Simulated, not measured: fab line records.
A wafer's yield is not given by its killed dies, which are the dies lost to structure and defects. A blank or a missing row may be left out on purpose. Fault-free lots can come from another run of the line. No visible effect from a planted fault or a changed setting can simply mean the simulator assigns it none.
Chamber matching | flow sky130 | SKY_CONTACT_CMP_04 on cmp-02 has 4 sister chambers
The step polishes SiO2. 8 wafers are shown with their chamber, then 12 later ones without.

## EACH WAFER AND ITS CHAMBER
wafer  | chamber | motor current A (A) | time to endpoint s (s)
L087.2 | 1       | 12.9                | 83
L087.6 | 0       | 13.0                | 81
L089.1 | 2       | 14.9                | 82
L089.4 | 0       | 14.0                | 82
L089.5 | 3       | 12.0                | 81
L090.2 | 1       | 11.4                | 86
L090.3 | 3       | 12.2                | 88
L090.4 | 2       | 14.6                | 85

## WAFERS MISSING THEIR CHAMBER
wafer  | motor current A (A) | time to endpoint s (s)
L093.1 | 14.2                | 82
L093.2 | 12.6                | 88
L093.4 | 11.9                | 86
L094.2 | 13.6                | 88
L094.5 | 12.8                | 84
L094.6 | 14.9                | 85
L096.1 | 12.3                | 76
L096.4 | 13.3                | 76
L096.6 | 14.8                | 80
L097.2 | 12.1                | 81
L097.5 | 11.8                | 81
L097.6 | 14.8                | 76

## THE CHAMBER EACH PASSED THROUGH
wafer  | from the rows above               | in truth
L093.1 | can't be placed: 2 or 0           | 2
L093.2 | can't be placed: 1 or 3 or 0      | 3
L093.4 | can't be placed: 3 or 1           | 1
L094.2 | can't be placed: 0 or 2 or 1 or 3 | 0
L094.5 | can't be placed: 1 or 3 or 0 or 2 | 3
L094.6 | can't be placed: 2 or 0           | 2
L096.1 | can't be placed: 0 or 1 or 3 or 2 | 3
L096.4 | can't be placed: 0 or 2 or 1 or 3 | 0
L096.6 | can't be placed: 2 or 0           | 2
L097.2 | can't be placed: 3 or 1 or 0      | 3
L097.5 | can't be placed: 3 or 1 or 0      | 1
L097.6 | can't be placed: 2 or 0           | 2
0 of 12 placed correctly. Can't be placed from these rows: 12 (the true chamber is among the candidates in 12). Number placed wrongly: 0.
How it was worked out, from the rows above alone: a wafer's distance from a chamber is the root of the sum, over the readings, of the square of ((its reading less the chamber's mean) divided by the reading's scatter). The wafer belongs to the nearest chamber; if the next one is less than 2 further off, it can't be placed. The mean given for a chamber averages the wafers shown for that chamber. The scatter: the root of (the sum of the squares of (reading less its chamber's mean) over the shown wafers, divided by (wafers less chambers)).
